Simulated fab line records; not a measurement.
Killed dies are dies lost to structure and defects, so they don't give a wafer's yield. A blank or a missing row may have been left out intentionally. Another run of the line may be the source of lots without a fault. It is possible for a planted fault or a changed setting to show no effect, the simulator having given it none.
A lot that was struck, set against a sound lot / flow sky130 / 22 steps out of a route of 708
Sound: wafers L958.1, L958.2, L958.3. Struck: wafer L967.2 (left out: L967.3, a lot-mate that was not struck); the cause follows at the end.
Each step with rows lists, per side, the tool, then ch with its chambers, then its first start. Under that, the readings that differ: sound wafers / struck wafers / difference of the means / sigmas: that difference in standard deviations of wafers without a fault.
alike: same words and numbers on both sides, and readings whose means sit less than 2 such deviations apart. not compared: any withheld reading, any reading some wafer has no value for, any bound like >300 that may hide the same value, and any number with overlapping values for which the record gives no deviation.
Wherever a step has rows on one side only, a row that says differs or no value, or a row with sigmas, the two part there. Numbers that have no deviation but don't overlap get no sigmas and don't part them. A reading that every wafer of one side lacks parts them only if that side has two wafers or more.

first, 5 steps without rows for these wafers: SKY_VT_ADJUST_HVTR_COAT_02 (resist thk 1140 nm); SKY_VT_ADJUST_HVTR_SOFTBAKE_03 (time 60 s); SKY_VT_ADJUST_HVTR_EXPOSE_04 (exposes mask HVTRM, target cd 380 nm); SKY_VT_ADJUST_HVTR_PEB_05; SKY_VT_ADJUST_HVTR_DEVELOP_06 (develop time 60 s).
SKY_VT_ADJUST_HVTR_CD_MEAS_07 targets a cd of 380 nm.
  struck on cd sem-02, day 13 11:52; sound on cd sem-01, day 11 02:02
  alike: cd nm
SKY_VT_ADJUST_HVTR_OVL_MEAS_08:
  struck on overlay-02, day 13 11:58; sound on overlay-01, day 11 02:10
reading=VT_ADJUST_HVTR_OVL (nm); sound=-1.8 0.2 -1.0; struck=2.0; difference=+2.9; sigmas=+2
then, 1 step without rows for these wafers: SKY_VT_ADJUST_HVTR_IMPLANT_09.
SKY_VT_ADJUST_HVTR_STRIP_10: strips in O2/N2.
  sound on plasma asher-02 ch 0,1, day 11 02:20; struck on plasma asher-02 ch 1, day 13 12:08
  alike: chamber pressure mTorr, drypump motor current A, o2 flow sccm, oes product au, strip time to endpoint s
  not compared: rf hours counter h
SKY_VT_ADJUST_HVTR_TW_MEAS_11:
  struck on film metro-03, day 13 12:15; sound on film metro-04, day 11 02:26
  alike: VT_ADJUST_HVTR_TW
then, 2 steps without rows for these wafers: SKY_VT_ADJUST_PCH_DEHYDRATE_00 (time 60 s); SKY_VT_ADJUST_PCH_HMDS_01 (prime time 60 s).
SKY_VT_ADJUST_PCH_COAT_02: resist thk 3000 nm.
  sound on litho track-03 ch 0, day 11 13:14; struck on litho track-03 ch 0, day 14 00:55
reading=model.coat_of_VT_ADJUST_PCH_COAT_02.thk nm (nm); sound=3005 3004 3002; struck=2849; difference=-155; sigmas=
  alike: exhaust pa
then, 3 steps without rows for these wafers: SKY_VT_ADJUST_PCH_SOFTBAKE_03; SKY_VT_ADJUST_PCH_EXPOSE_04 (exposes mask NWM, target cd 840 nm); SKY_VT_ADJUST_PCH_PEB_05.
SKY_VT_ADJUST_PCH_DEVELOP_06: develop time 60 s.
  sound: litho track-01 ch 0; struck: litho track-03 ch 0
reading=model.coat_of_VT_ADJUST_PCH_COAT_02.thk nm (nm); sound=3001 3000 2997; struck=2845; difference=-154; sigmas=
  alike: exhaust pa
SKY_VT_ADJUST_PCH_OVL_MEAS_07:
  struck on overlay-02, day 14 13:44; sound on overlay-01, day 12 00:47
reading=VT_ADJUST_PCH_OVL (nm); sound=-1.6 -1.9 -0.9; struck=2.5; difference=+4.0; sigmas=+3
then, 1 step without rows for these wafers: SKY_VT_ADJUST_PCH_IMPLANT_08.
SKY_VT_ADJUST_PCH_STRIP_09: strips in O2/N2.
  sound on plasma asher-01 ch 0,1, day 12 00:58; struck on plasma asher-04 ch 0, day 14 13:55
reading=chamber pressure mTorr (mTorr); sound=1499.7 1497.8 1500.5; struck=1502.2; difference=+2.9; sigmas=+2
reading=strip time to endpoint s (s); sound=36.96 36.97 36.95; struck=35.20; difference=-1.76; sigmas=-16
  alike: drypump motor current A, o2 flow sccm, oes product au
  not compared: rf hours counter h
SKY_VT_ADJUST_PCH_TW_MEAS_10:
  struck on film metro-04, day 14 14:02; sound on film metro-01, day 12 01:04
  alike: VT_ADJUST_PCH_TW
-- record jumps: 34 days separate the struck wafers' starts on either side; left off in module VT_ADJUST_PCH, taken up again in module PAD_OPEN, whose first shown step is the route's number 708 --
SKY_PAD_OPEN_PROBE_99:
  the record has rows for the struck wafers here (prober-01, day 49 01:31) and none for the sound ones

WHERE THEY PART
At SKY_VT_ADJUST_HVTR_OVL_MEAS_08 first; at SKY_PAD_OPEN_PROBE_99 last (within this record only).

WHY: the cause the simulator had injected
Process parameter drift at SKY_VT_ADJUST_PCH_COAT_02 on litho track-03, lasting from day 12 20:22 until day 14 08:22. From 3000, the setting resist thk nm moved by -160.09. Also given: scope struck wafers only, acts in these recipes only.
